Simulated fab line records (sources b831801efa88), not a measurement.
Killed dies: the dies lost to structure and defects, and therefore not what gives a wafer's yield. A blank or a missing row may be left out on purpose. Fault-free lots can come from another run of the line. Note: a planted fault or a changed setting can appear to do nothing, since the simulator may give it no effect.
Which tool is to blame? + flow sky130 + 36 wafers from 12 lots sampled at 5 of the route's 708 steps

== WHAT THE GAUGES READ, wafer by wafer ==
SKY_METAL1_RS_MEAS_05: the measuring method here is four-point-probe.
| lot  | measured     | on           | METAL1_ALCU_RS (ohm/sq) |
|------|--------------|--------------|-------------------------|
| L640 | day 31 11:58 | filmMetro-03 | 0.1272 0.1281 0.1279    |
| L641 | day 32 04:32 | filmMetro-03 | 0.1242 0.1277 0.1255    |
| L643 | day 33 12:38 | filmMetro-02 | 0.1287 0.1279 0.1283    |
| L647 | day 34 03:52 | filmMetro-04 | 0.1286 0.1297 0.1286    |
| L648 | day 34 08:43 | filmMetro-02 | 0.1257 0.1252 0.1264    |
| L652 | day 35 20:23 | filmMetro-04 | 0.1239 0.1267 0.1263    |
| L653 | day 35 23:44 | filmMetro-04 | 0.1290 0.1283 0.1288    |
| L654 | day 36 03:03 | filmMetro-04 | 0.1267 0.1281 0.1263    |
| L655 | day 36 14:06 | filmMetro-02 | 0.1289 0.1272 0.1284    |
| L658 | day 37 06:07 | filmMetro-02 | 0.1262 0.1258 0.1273    |
| L660 | day 38 05:20 | filmMetro-02 | 0.1281 0.1287 0.1271    |
| L663 | day 39 05:52 | filmMetro-04 | 0.1264 0.1273 0.1281    |

SKY_VIA1_THK_MEAS_01.
| lot  | measured     | on           | VIA1_HDPCVD_THK (nm) |
|------|--------------|--------------|----------------------|
| L640 | day 32 17:05 | filmMetro-04 | 1043 1034 1030       |
| L641 | day 33 08:40 | filmMetro-03 | 1034 1023 1028       |
| L643 | day 34 16:32 | filmMetro-03 | 1015 1033 1022       |
| L647 | day 35 08:00 | filmMetro-01 | 1019 1031 1014       |
| L648 | day 35 11:49 | filmMetro-04 | 1022 1025 1030       |
| L652 | day 36 23:04 | filmMetro-03 | 1026 1025 1025       |
| L653 | day 37 03:04 | filmMetro-03 | 1017 1018 1021       |
| L654 | day 37 06:07 | filmMetro-04 | 511 1031 1030        |
| L655 | day 37 17:01 | filmMetro-04 | 499 1023 1029        |
| L658 | day 38 09:26 | filmMetro-04 | 1053 1036 1033       |
| L660 | day 39 07:59 | filmMetro-04 | 1021 1019 1004       |
| L663 | day 40 07:32 | filmMetro-01 | 1037 1018 1018       |

== WHICH TOOL RAN EACH LOT (tool, then ch and the chambers of the sampled wafers, then the start) ==
| lot  | SKY_METAL1_SPUTTER_01       | SKY_METAL1_DESCUM_17             | SKY_VIA1_HDPCVD_00               |
|------|-----------------------------|----------------------------------|----------------------------------|
| L640 | pvdSputter-01, day 31 11:50 | rieMetal-02 ch 0, day 32 15:28   | hdpcvd-01 ch 0,1, day 32 16:59   |
| L641 | pvdSputter-02, day 32 04:25 | rieMetal-04 ch 0,1, day 33 07:43 | hdpcvd-02 ch 0,1, day 33 08:33   |
| L643 | pvdSputter-02, day 33 12:31 | rieMetal-04 ch 0,1, day 34 15:38 | hdpcvd-01 ch 1,2, day 34 16:25   |
| L647 | pvdSputter-02, day 34 03:45 | rieMetal-02 ch 0, day 35 06:56   | hdpcvd-01 ch 0,1,2, day 35 07:53 |
| L648 | pvdSputter-01, day 34 08:34 | rieMetal-04 ch 0,1, day 35 10:55 | hdpcvd-01 ch 0,2, day 35 11:41   |
| L652 | pvdSputter-01, day 35 20:16 | rieMetal-04 ch 0,1, day 36 22:10 | hdpcvd-02 ch 0,1, day 36 22:57   |
| L653 | pvdSputter-01, day 35 23:38 | rieMetal-02 ch 0, day 37 02:11   | hdpcvd-02 ch 0,2, day 37 02:58   |
| L654 | pvdSputter-02, day 36 02:56 | rieMetal-04 ch 0,1, day 37 05:13 | hdpcvd-01 ch 0,1,2, day 37 06:00 |
| L655 | pvdSputter-04, day 36 13:59 | rieMetal-04 ch 0,1, day 37 16:05 | hdpcvd-01 ch 0,1, day 37 16:54   |
| L658 | pvdSputter-02, day 37 06:01 | rieMetal-02 ch 0,1, day 38 08:29 | hdpcvd-02 ch 0,2, day 38 09:16   |
| L660 | pvdSputter-04, day 38 05:11 | rieMetal-02 ch 0,1, day 39 06:59 | hdpcvd-02 ch 0,1,2, day 39 07:50 |
| L663 | pvdSputter-01, day 39 05:44 | rieMetal-03 ch 0,1, day 40 06:34 | hdpcvd-02 ch 0,1,2, day 40 07:25 |
- SKY_METAL1_SPUTTER_01: material TiN, target thk 20 nm, time 16.7 s.
- SKY_METAL1_DESCUM_17: chemistry O2, time 8 s.
- SKY_VIA1_HDPCVD_00: deposits SiO2, target thk 1030 nm, time 171.7 s.

== WHAT THE TOOLS THEMSELVES READ (means of the sampled wafers that have a number; where no wafer has one, the mark that the record gives instead) ==
SKY_METAL1_SPUTTER_01.
| lot  | tool          | throttleValvePct (%) |
|------|---------------|----------------------|
| L640 | pvdSputter-01 | 29.2                 |
| L641 | pvdSputter-02 | 31.0                 |
| L643 | pvdSputter-02 | 30.5                 |
| L647 | pvdSputter-02 | 31.1                 |
| L648 | pvdSputter-01 | 30.2                 |
| L652 | pvdSputter-01 | 29.8                 |
| L653 | pvdSputter-01 | 30.8                 |
| L654 | pvdSputter-02 | 31.7                 |
| L655 | pvdSputter-04 | 28.7                 |
| L658 | pvdSputter-02 | 30.9                 |
| L660 | pvdSputter-04 | 29.1                 |
| L663 | pvdSputter-01 | 29.9                 |

SKY_METAL1_DESCUM_17.
| lot  | tool        | drypumpMotorCurrentA (A) | oesProductAu (a.u.) |
|------|-------------|--------------------------|---------------------|
| L640 | rieMetal-02 | 5.3                      | 0.995               |
| L641 | rieMetal-04 | 4.8                      | 1.006               |
| L643 | rieMetal-04 | 4.8                      | 1.004               |
| L647 | rieMetal-02 | 5.3                      | 0.996               |
| L648 | rieMetal-04 | 4.8                      | 1.008               |
| L652 | rieMetal-04 | 4.8                      | 1.007               |
| L653 | rieMetal-02 | 5.3                      | 1.002               |
| L654 | rieMetal-04 | 4.9                      | 1.001               |
| L655 | rieMetal-04 | 4.8                      | 1.000               |
| L658 | rieMetal-02 | 5.5                      | 1.008               |
| L660 | rieMetal-02 | 5.7                      | 1.001               |
| L663 | rieMetal-03 | 5.5                      | 0.993               |

SKY_VIA1_HDPCVD_00.
| lot  | tool      | sih4FlowSccm (sccm) |
|------|-----------|---------------------|
| L640 | hdpcvd-01 | 60.08               |
| L641 | hdpcvd-02 | 59.91               |
| L643 | hdpcvd-01 | 60.09               |
| L647 | hdpcvd-01 | 60.02               |
| L648 | hdpcvd-01 | 60.12               |
| L652 | hdpcvd-02 | 59.82               |
| L653 | hdpcvd-02 | 60.03               |
| L654 | hdpcvd-01 | 50.22               |
| L655 | hdpcvd-01 | 50.19               |
| L658 | hdpcvd-02 | 59.65               |
| L660 | hdpcvd-02 | 59.95               |
| L663 | hdpcvd-02 | 60.02               |

== THE ANSWER, worked out from the rows above alone ==
Rule: the lots themselves supply what counts as usual. The widest of any qualifying gaps counts: lots, ordered by their means at a reading, are off when they make up no more than a third of the lots, leave a main group of 4 or more, and stand apart from it by 3 or more times the standard deviation of that group's means. If all means in a main group match to the digits the tables above print for the reading, that group is not used. Also off: a lot with no number at a reading for which 4 or more lots have one. Any other lot the step has rows for is counted as sound. First the gauges in route order, then the tools' own readings, where a lot's mean is used as printed above. The first step at which some lot is off is used, and at that step the reading that is off furthest; a lot without a number counts as furthest.
Off: L654, L655, at SKY_VIA1_THK_MEAS_01 (VIA1_HDPCVD_THK). Main group: mean 1026 nm, sd 7.3.
If a tool, at a process step before that reading, ran all the lots that are off and no sound lot after the first of them, it fits. The gauges at SKY_VIA1_THK_MEAS_01 aren't tried: what is off there is off at SKY_VIA1_HDPCVD_00 too, on other tools, and a gauge's error can't cause that. Undecided on this evidence; 2 tools fit (rieMetal-04 at SKY_METAL1_DESCUM_17, hdpcvd-01 at SKY_VIA1_HDPCVD_00).

== WHAT THE SIMULATOR PUT IN ==
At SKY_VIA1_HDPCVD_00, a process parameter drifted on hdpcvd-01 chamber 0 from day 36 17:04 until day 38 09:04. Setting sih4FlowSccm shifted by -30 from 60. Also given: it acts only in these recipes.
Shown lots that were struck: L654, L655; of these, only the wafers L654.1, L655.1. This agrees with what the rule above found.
